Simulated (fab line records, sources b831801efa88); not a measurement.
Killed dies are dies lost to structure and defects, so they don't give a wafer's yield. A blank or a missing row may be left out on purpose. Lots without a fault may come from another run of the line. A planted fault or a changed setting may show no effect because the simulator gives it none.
Which tool did it? | flow gf180mcu | 6 lots, 17 wafers sampled, at 5 steps of a route of 602

WHAT THE GAUGES READ, wafer by wafer
GF_TOP_METAL_CD_MEAS_14: target cd 440 nm.
lot  | measured     | on        | cd_nm (nm)
L749 | day 28 04:32 | cd_sem-02 | 437.6 440.8 438.7
L752 | day 28 22:02 | cd_sem-02 | 442.2 443.2
L754 | day 29 18:40 | cd_sem-02 | 440.8 438.5 439.0
L756 | day 30 14:53 | cd_sem-02 | 376.9 436.4 435.2 376.9 436.3 434.9
L758 | day 31 18:37 | cd_sem-01 | 443.0 439.1 441.1
L771 | day 34 05:58 | cd_sem-01 | 438.6 438.7 439.4

WHICH TOOL RAN EACH LOT (tool, then ch and the chambers of the sampled wafers, then the start)
lot  | GF_MIM_SPUTTER_08            | GF_M5_ETCH_09                      | GF_V5_SPUTTER_22             | GF_TOP_METAL_EXPOSE_11
L749 | pvd_sputter-04, day 24 13:15 | rie_diel-03 ch 0,1, day 26 08:50   | pvd_sputter-02, day 27 08:10 | iline_stepper-02 ch 0, day 27 18:49
L752 | pvd_sputter-01, day 25 11:06 | rie_diel-03 ch 2,3, day 27 04:20   | pvd_sputter-03, day 28 02:24 | iline_stepper-02 ch 0, day 28 12:45
L754 | pvd_sputter-01, day 26 08:53 | rie_diel-03 ch 0,1, day 28 02:07   | pvd_sputter-02, day 28 22:59 | iline_stepper-02 ch 0, day 29 09:47
L756 | pvd_sputter-03, day 27 07:52 | rie_diel-02 ch 0,3, day 28 23:07   | pvd_sputter-04, day 29 20:03 | iline_stepper-02 ch 0, day 30 06:08
L758 | pvd_sputter-01, day 28 13:35 | rie_diel-03 ch 1,2,3, day 30 03:34 | pvd_sputter-04, day 30 23:53 | iline_stepper-01 ch 0, day 31 09:45
L771 | pvd_sputter-01, day 31 07:44 | rie_diel-03 ch 1,3, day 32 18:40   | pvd_sputter-04, day 33 13:56 | iline_stepper-02 ch 0, day 33 22:54
- GF_MIM_SPUTTER_08: material AlCu, target thk 200 nm, time 10.6 s.
- GF_M5_ETCH_09: etches Si3N4 in CF4/O2, target depth 52 nm, time 11.6 s.
- GF_V5_SPUTTER_22: material TiN, target thk 10 nm, time 40 s.
- GF_TOP_METAL_EXPOSE_11: exposes mask MetalTop, target cd 440 nm.

THE ANSWER, worked out from the rows above alone
Rule: what is usual is taken from the lots themselves. Put in order of their means at a reading, lots are off if they are a third of the lots or fewer, leave a main group of 4 or more, and stand apart from it by a gap of 3 or more times the standard deviation of the main group's means; of several such gaps the widest counts. A main group whose means are all the same, to the digits that the tables above print for the reading, isn't used. A lot without any number at a reading at which 4 lots or more have one is off too. The other lots that the step has rows for count as sound.
Off: L756, at GF_TOP_METAL_CD_MEAS_14 (cd_nm). The main group: mean 440.2 nm, standard deviation 1.5.
A tool fits if, at a process step before that reading, it ran every lot that is off, and no sound lot after the first of them. The gauges at GF_TOP_METAL_CD_MEAS_14 are tried like those tools. Can't be told from this: 3 tools fit, pvd_sputter-03 at GF_MIM_SPUTTER_08, rie_diel-02 at GF_M5_ETCH_09, cd_sem-02 at GF_TOP_METAL_CD_MEAS_14.

WHAT THE SIMULATOR HAD PUT IN
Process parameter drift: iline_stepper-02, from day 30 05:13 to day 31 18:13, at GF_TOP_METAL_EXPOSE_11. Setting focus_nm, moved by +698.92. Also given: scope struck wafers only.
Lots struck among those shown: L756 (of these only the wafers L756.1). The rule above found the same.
